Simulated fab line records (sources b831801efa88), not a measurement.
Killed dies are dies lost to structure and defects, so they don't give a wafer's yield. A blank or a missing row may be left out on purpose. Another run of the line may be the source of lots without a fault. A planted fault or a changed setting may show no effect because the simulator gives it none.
fab line records ; flow sfq_line
[record] lots = 6; wafers = 18; last_day = 91
route steps=325 shown M2@102 I2@103
lots that met no fault: taken from a fault-free run of the same line
start_h: the number of hours between the record's first day and the start of the first shown wafer of the lot ; wait_h: how many hours have passed since the lot's step before this one ; " the same as in the row above ; L1.1+2: one row covering several wafers at once ; - no value, or no start was given ; * or withheld: withheld ; < > ~ a bound
route shown NAME@n: names a module that has steps shown in the file, with the first one's number in the route ; usual: average and standard deviation across the fault-free wafers ; same: alike in all rows ; chamber/n: place in a boat ; sites: the reading at each site ; _std_site: standard deviation of those values ; _edge_site: inner sites' mean taken away from outer sites' mean ; radius_mm: how far each site lies from the wafer's centre ; mask NAME#n: copy n ; behind: the last tool/chamber to shape the wafer ; hold: reason for holding the lot/hours on hold/outcome of the hold ; device: the n, p or np transistor that did not switch ; end of line: the same wafers' tests at the end of the route ; where a step has no rows: the recipe by itself ; killed: count of dies lost to structure and defects at first sort (not the wafer's yield) ; map: a wafer's dies, marking killed ones x, the rest . and places with no die _
set.NAME: the setting that was run; set.NAME@STEP: the one run at that earlier step ; model.NAME: the simulator's own value behind a step, which no gauge read
lots at selected steps of the route; one table per step, one row per wafer
services: when a tool's chamber went out of use (start_h, in hours from the record's first day, below 0 if earlier), for how many hours, and the reason
[[steps]]
[step SFQ_TRILAYER_M2_STRIP_SOLV_CLEAN_062]
[recipe] chemistry = NMP; temp_c = 70; time_s = 600
[step SFQ_TRILAYER_I2_DEP_PECVD_063]
[recipe] material = SiO2; temp_c = 150; time_s = 111.11; pressure_torr = 2.4; rf_w = 183.3; precursor = SiH4/N2O; target_thk_nm = 500
[usual] heater_power_w = 92/15; rf_fwd_power_W = 182.3/0.7; throttle_valve_pct = 24.2/1.1
lot.wafer;tool;chamber;start_h;wait_h;heater_power_w;rf_fwd_power_W;throttle_valve_pct
L863.3;pecvd-03;1;814.54;0.0;73;182.4;25.7
L863.5;pecvd-03;2;814.54;0.0;59;181.7;25.1
L863.6;pecvd-03;0;814.54;0.0;110;182.3;25.3
L864.1;pecvd-02;2;836.25;0.0;95;181.7;24.3
L864.2;pecvd-02;1;836.25;0.0;76;181.4;23.6
L864.4;pecvd-02;2;836.25;0.0;101;182.2;24.2
L865.4;pecvd-01;2;842.29;0.0;97;183.3;24.7
L865.5;pecvd-01;1;842.29;0.0;107;181.2;25.3
L865.6;pecvd-01;0;842.29;0.0;84;182.7;25.0
L866.2;pecvd-02;1;868.42;0.0;90;181.9;23.8
L866.4;pecvd-02;0;868.42;0.0;92;183.1;22.8
L866.5;pecvd-02;1;868.42;0.0;90;181.5;23.4
L880.2;pecvd-02;0;1038.08;0.0;105;183.2;23.0
L880.3;pecvd-02;2;1038.08;0.0;101;181.9;24.7
L880.5;pecvd-02;0;1038.08;0.0;107;183.2;23.0
L882.1;pecvd-03;2;1051.28;0.0;67;182.2;23.1
L882.3;pecvd-03;1;1051.28;0.0;84;182.9;23.3
L882.6;pecvd-03;2;1051.28;0.0;71;181.3;23.1
[step SFQ_TRILAYER_I2_CMP_CMP_064]
[recipe] material = SiO2; down_force_psi = 3; platen_rpm = 60; pad_velocity_m_s = 0.94248
[usual] motor_current_A = 9.8/0.86; time_to_endpoint_s = 216/7
lot.wafer;tool;chamber;start_h;wait_h;motor_current_A;time_to_endpoint_s
L863.3;cmp-02;1;819.13;4.5;10.5;217
L863.5;cmp-02;3;820.13;5.5;10.4;231
L863.6;cmp-02;0;820.13;5.5;9.7;226
L864.4;cmp-02;2;836.33;0.0;9.5;216
L864.2;cmp-02;3;836.33;0.0;10.9;221
L864.1;cmp-02;0;836.33;0.0;10.0;217
L865.4;cmp-02;0;842.33;0.0;10.2;208
L865.6;cmp-02;0;844.33;2.0;10.2;215
L865.5;cmp-02;1;844.33;2.0;10.3;209
L866.2;cmp-01;2;871.44;3.0;9.1;219
L866.4;cmp-01;3;871.44;3.0;10.7;229
L866.5;cmp-01;2;873.44;4.9;9.4;222
L880.2;cmp-01;1;1038.16;0.0;8.9;221
L880.3;cmp-01;2;1038.16;0.0;9.8;214
L880.5;cmp-01;2;1040.66;2.5;9.8;213
L882.1;cmp-01;3;1051.36;0.0;9.5;222
L882.3;cmp-01;1;1052.36;1.0;8.8;221
L882.6;cmp-01;0;1053.86;2.5;8.3;222
[step SFQ_I2_BOW_MEAS_917]
[recipe] mode = bow
[usual] I2_BOW = 3/8.4
lot.wafer;tool;chamber;start_h;wait_h;I2_BOW[um]
L863.3;film_metro-01;-;821.17;1.5;-11
L863.5;film_metro-01;-;821.17;1.5;9
L863.6;film_metro-01;-;821.17;1.5;-3
L864.1;film_metro-01;-;839.33;1.5;7
L864.2;film_metro-01;-;839.33;1.5;9
L864.4;film_metro-01;-;839.33;1.5;0
L865.4;film_metro-01;-;845.39;2.6;-3
L865.5;film_metro-01;-;845.39;2.6;3
L865.6;film_metro-01;-;845.39;2.6;7
L866.2;film_metro-01;-;873.96;2.0;11
L866.4;film_metro-01;-;873.96;2.0;-15
L866.5;film_metro-01;-;873.96;2.0;0
L880.2;film_metro-02;-;1041.18;2.5;8
L880.3;film_metro-02;-;1041.18;2.5;-13
L880.5;film_metro-02;-;1041.18;2.5;1
L882.1;film_metro-04;-;1054.36;2.5;7
L882.3;film_metro-04;-;1054.36;2.5;-1
L882.6;film_metro-04;-;1054.36;2.5;-1
[step SFQ_TRILAYER_I2_METRO_MEASURE_065]
[usual] thk_nm = 200.0/0.98
lot.wafer;tool;chamber;start_h;wait_h;thk_nm
L863.3;film_metro-01;-;821.65;0.5;200.0
L863.5;film_metro-01;-;821.65;0.5;201.2
L863.6;film_metro-01;-;821.65;0.5;202.1
L864.1;film_metro-01;-;839.45;0.1;201.4
L864.2;film_metro-01;-;839.45;0.1;201.3
L864.4;film_metro-01;-;839.45;0.1;201.7
L865.4;film_metro-01;-;846.05;0.6;199.4
L865.5;film_metro-01;-;846.05;0.6;199.3
L865.6;film_metro-01;-;846.05;0.6;199.5
L866.2;film_metro-01;-;874.26;0.3;199.2
L866.4;film_metro-01;-;874.26;0.3;200.3
L866.5;film_metro-01;-;874.26;0.3;200.5
L880.2;film_metro-02;-;1041.48;0.3;201.3
L880.3;film_metro-02;-;1041.48;0.3;199.7
L880.5;film_metro-02;-;1041.48;0.3;199.3
L882.1;film_metro-04;-;1054.48;0.1;200.0
L882.3;film_metro-04;-;1054.48;0.1;200.8
L882.6;film_metro-04;-;1054.48;0.1;200.1
[step SFQ_TRILAYER_I2_VIA_LITHO_COAT_072]
[recipe] resist = BARC; spin_rpm = 3000; resist_thk_nm = 62
[step SFQ_TRILAYER_I2_VIA_LITHO_COAT_067]
[recipe] resist = KrF; spin_rpm = 3000; resist_thk_nm = 650
[step SFQ_TRILAYER_I2_VIA_LITHO_SOFTBAKE_071]
[recipe] temp_c = withheld; time_s = withheld; resist = KrF
[step SFQ_TRILAYER_I2_VIA_LITHO_EXPOSE_068]
[recipe] mask_id = I2; na = 0.6; source_shape = conventional; sigma_outer = 0.65; target_cd_nm = 500; dose_mj = 21.3
[step SFQ_TRILAYER_I2_VIA_LITHO_PEB_070]
[recipe] peb_temp_c = 115; peb_time_s = 60; resist = KrF
[step SFQ_TRILAYER_I2_VIA_LITHO_DEVELOP_069]
[recipe] time_s = 60; resist = KrF
[step SFQ_I2_OVL_MEAS_918]
[usual] I2_OVL = -2/5.1
lot.wafer;tool;chamber;start_h;wait_h;I2_OVL[nm]
L863.3;overlay-01;-;970.30;0.1;6
L863.5;overlay-01;-;970.30;0.1;-1
L863.6;overlay-01;-;970.30;0.1;1
L864.1;overlay-01;-;989.48;0.1;-12
L864.2;overlay-01;-;989.48;0.1;-13
L864.4;overlay-01;-;989.48;0.1;-18
L865.4;overlay-02;-;995.50;0.1;0
L865.5;overlay-02;-;995.50;0.1;3
L865.6;overlay-02;-;995.50;0.1;0
L866.2;overlay-02;-;1028.69;0.1;8
L866.4;overlay-02;-;1028.69;0.1;-2
L866.5;overlay-02;-;1028.69;0.1;3
L880.2;overlay-01;-;1194.91;0.1;-7
L880.3;overlay-01;-;1194.91;0.1;-4
L880.5;overlay-01;-;1194.91;0.1;-6
L882.1;overlay-02;-;1206.90;0.1;-1
L882.3;overlay-02;-;1206.90;0.1;1
L882.6;overlay-02;-;1206.90;0.1;-1
[step SFQ_TRILAYER_I2_VIA_BARC_OPEN_VIA_ETCH_096]
[recipe] mask_material = PR; chemistry = O2; target_depth_nm = 125; target = BARC; source_w = 500; bias_w = 80; pressure_mtorr = 30; time_s = 41.7
[usual] drypump_motor_current_A = 5.7/0.41; oes_product_au = 0.685/0.0052; rf_fwd_power_W = 494.6/2; run_length_s = 70.1/0.55
lot.wafer;tool;chamber;start_h;wait_h;drypump_motor_current_A;oes_product_au;rf_fwd_power_W;rf_hours_counter_h;run_length_s;model.KrF_of_TRILAYER_I2_VIA_LITHO_COAT_067.thk_nm
L863.3;rie_diel-03;2;970.32;0.0;4.7;0.688;496.1;7;70.9;574.5
L863.5;rie_diel-03;2;970.32;0.0;4.7;0.689;495.2;-;70.6;576.1
L863.6;rie_diel-03;0;970.32;0.0;5.6;0.682;494.3;-;69.3;577
L864.1;rie_diel-02;3;989.52;0.0;6.2;0.680;496.2;2;69.8;571.6
L864.2;rie_diel-02;2;989.52;0.0;5.9;0.684;495.4;11;70.9;571.4
L864.4;rie_diel-02;1;989.52;0.0;5.2;0.685;495.6;6;70.0;572.1
L865.4;rie_diel-03;2;995.52;0.0;4.7;0.684;496.4;7;70.6;574.6
L865.5;rie_diel-03;1;995.52;0.0;5.6;0.682;494.4;-;70.7;573.2
L865.6;rie_diel-03;0;995.52;0.0;5.6;0.688;493.9;-;69.0;573.6
L866.2;rie_diel-02;0;1028.72;0.0;5.9;0.682;498.4;10;69.5;573.7
L866.4;rie_diel-02;2;1028.72;0.0;5.9;0.695;495.9;11;70.8;571.3
L866.5;rie_diel-02;2;1028.72;0.0;5.9;0.686;496.1;-;70.8;572.9
L880.2;rie_diel-02;1;1194.94;0.0;5.2;0.692;493.4;9;70.2;573
L880.3;rie_diel-02;0;1194.94;0.0;6.0;0.651;492.6;13;75.0;566.5
L880.5;rie_diel-02;1;1194.94;0.0;5.2;0.689;496.4;-;69.9;573.2
L882.1;rie_diel-02;0;1206.94;0.0;5.9;0.664;495.8;13;74.8;569.6
L882.3;rie_diel-02;1;1206.94;0.0;5.2;0.675;496.1;9;69.9;573.3
L882.6;rie_diel-02;1;1206.94;0.0;5.2;0.686;495.0;-;69.7;575.1
[step SFQ_TRILAYER_I2_VIA_ETCH_VIA_ETCH_070]
[recipe] target = SiO2; stop_on = Nb; mask_material = PR; taper_deg = 20; chemistry = CHF3; target_depth_nm = 260; source_w = 500; bias_w = 80; pressure_mtorr = 30; time_s = withheld
[usual] drypump_motor_current_A = 5.7/0.41; oes_product_au = 0.855/0.0052; rf_fwd_power_W = 498.1/1.4
lot.wafer;tool;chamber;start_h;wait_h;drypump_motor_current_A;oes_product_au;rf_fwd_power_W;model.KrF_of_TRILAYER_I2_VIA_LITHO_COAT_067.thk_nm
L863.3;rie_diel-03;2;970.36;0.0;4.7;0.856;497.6;530.1
L863.5;rie_diel-03;2;970.36;0.0;4.7;0.858;499.1;531.5
L863.6;rie_diel-03;0;970.36;0.0;5.6;0.853;498.4;532
L864.1;rie_diel-02;3;989.56;0.0;6.2;0.858;499.3;526
L864.2;rie_diel-02;2;989.56;0.0;5.9;0.858;499.6;526.4
L864.4;rie_diel-02;1;989.56;0.0;5.2;0.860;499.8;526.8
L865.4;rie_diel-03;2;995.56;0.0;4.7;0.846;498.2;530.7
L865.5;rie_diel-03;1;995.56;0.0;5.6;0.855;497.9;528.3
L865.6;rie_diel-03;0;995.56;0.0;5.6;0.854;497.9;528.8
L866.2;rie_diel-02;0;1028.76;0.0;5.9;0.851;497.8;528.4
L866.4;rie_diel-02;2;1028.76;0.0;5.9;0.854;500.6;526.3
L866.5;rie_diel-02;2;1028.76;0.0;5.9;0.857;499.1;528.5
L880.2;rie_diel-02;1;1194.98;0.0;5.2;0.857;498.2;527.7
L880.3;rie_diel-02;0;1194.98;0.0;6.0;0.860;498.2;521.6
L880.5;rie_diel-02;1;1194.98;0.0;5.1;0.850;500.0;528
L882.1;rie_diel-02;0;1206.98;0.0;5.9;0.842;495.9;525.3
L882.3;rie_diel-02;1;1206.98;0.0;5.2;0.856;500.8;528.7
L882.6;rie_diel-02;1;1206.98;0.0;5.2;0.858;499.4;530.5
[step SFQ_TRILAYER_I2_VIA_STRIP_STRIP_071]
[recipe] gas = O2; power_w = 200; platen_temp_c = 40; overash_fraction = 0.65; chemistry = O2; pressure_mtorr = 50
[usual] drypump_motor_current_A = 6.3/0.33; oes_product_au = 1.000/0.0075
lot.wafer;tool;chamber;start_h;wait_h;drypump_motor_current_A;oes_product_au;rf_hours_counter_h
L863.3;rie_metal-03;0;970.67;-;6.3;0.991;-
L863.5;rie_metal-03;0;970.67;-;6.3;0.998;-
L863.6;rie_metal-03;1;970.67;-;6.1;0.997;-
L864.1;rie_metal-02;1;989.67;-;5.6;0.998;72
L864.2;rie_metal-02;0;989.67;-;6.1;0.996;129
L864.4;rie_metal-02;0;989.67;-;6.1;0.993;-
L865.4;rie_metal-04;0;995.87;-;6.4;1.006;-
L865.5;rie_metal-04;0;995.87;-;6.4;1.023;-
L865.6;rie_metal-04;1;995.87;-;6.6;1.004;-
L866.2;rie_metal-03;0;1028.87;-;6.4;0.985;124
L866.4;rie_metal-03;0;1028.87;-;6.4;0.994;-
L866.5;rie_metal-03;1;1028.87;-;6.1;1.007;-
L880.2;rie_metal-03;1;1195.09;-;6.0;1.002;6
L880.3;rie_metal-03;1;1195.09;-;6.1;1.007;-
L880.5;rie_metal-03;1;1195.09;-;6.1;1.000;-
L882.1;rie_metal-04;1;1207.09;-;6.6;0.997;97
L882.3;rie_metal-04;0;1207.09;-;6.5;1.004;-
L882.6;rie_metal-04;0;1207.09;-;6.5;0.993;-
[[services]]
tool;chamber;start_h;hours;kind
cmp-02;-;792.69;1.4;repair
cmp-01;-;797.91;6.0;pm
rie_diel-02;0;814.74;10.0;repair
film_metro-01;-;852.90;0.6;pm
rie_diel-03;2;880.56;4.3;repair
rie_diel-02;0;881.29;5.5;repair
film_metro-01;-;896.88;0.6;pm
rie_diel-03;-;902.25;46.9;repair
rie_diel-03;0;912.87;3.0;repair
rie_diel-03;0;933.44;6.1;repair
rie_diel-03;3;964.66;13.7;repair
rie_diel-03;1;972.44;13.9;repair
rie_diel-03;2;999.77;6.0;repair
film_metro-01;-;1017.34;0.6;pm
rie_diel-03;-;1028.42;2.8;pm
rie_diel-03;-;1082.84;0.2;repair
film_metro-01;-;1097.90;0.9;pm
rie_diel-02;1;1098.04;6.2;repair
rie_diel-02;3;1115.20;6.7;repair
rie_diel-02;-;1138.16;2.8;pm
film_metro-01;-;1141.88;1.8;pm
rie_diel-03;3;1150.87;28.4;repair
film_metro-01;-;1173.87;0.6;pm
rie_diel-02;3;1206.45;7.7;repair
[[key]]
[first_sign] step = SFQ_TRILAYER_I2_VIA_BARC_OPEN_VIA_ETCH_096; reading = run_length_s; direction = up; sigmas = 8.6; usual = *; struck = *
[effect] step = SFQ_TRILAYER_I2_VIA_BARC_OPEN_VIA_ETCH_096; reading = oes_product_au; direction = down; sigmas = 5.4; usual = 0.685; struck = 0.657
[model_effect] step = SFQ_TRILAYER_I2_VIA_BARC_OPEN_VIA_ETCH_096; value = KrF_of_TRILAYER_I2_VIA_LITHO_COAT_067.thk_nm; without = 574.4; struck = 568
[model_effect] step = SFQ_TRILAYER_I2_VIA_ETCH_VIA_ETCH_070; value = KrF_of_TRILAYER_I2_VIA_LITHO_COAT_067.thk_nm; without = 529.8; struck = 523.4
met_at SFQ_TRILAYER_I2_VIA_BARC_OPEN_VIA_ETCH_096
struck_wafers L880.3,L882.1
onset_between 1028.72 1194.94
[fault] kind = process_parameter_drift; tool = rie_diel-02; chamber = 0; onset_h = 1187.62; steps = SFQ_TRILAYER_I2_VIA_BARC_OPEN_VIA_ETCH_096; channel = time_s; offset = *; shape = step; end_h = 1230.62; acts_in = *; stated = *
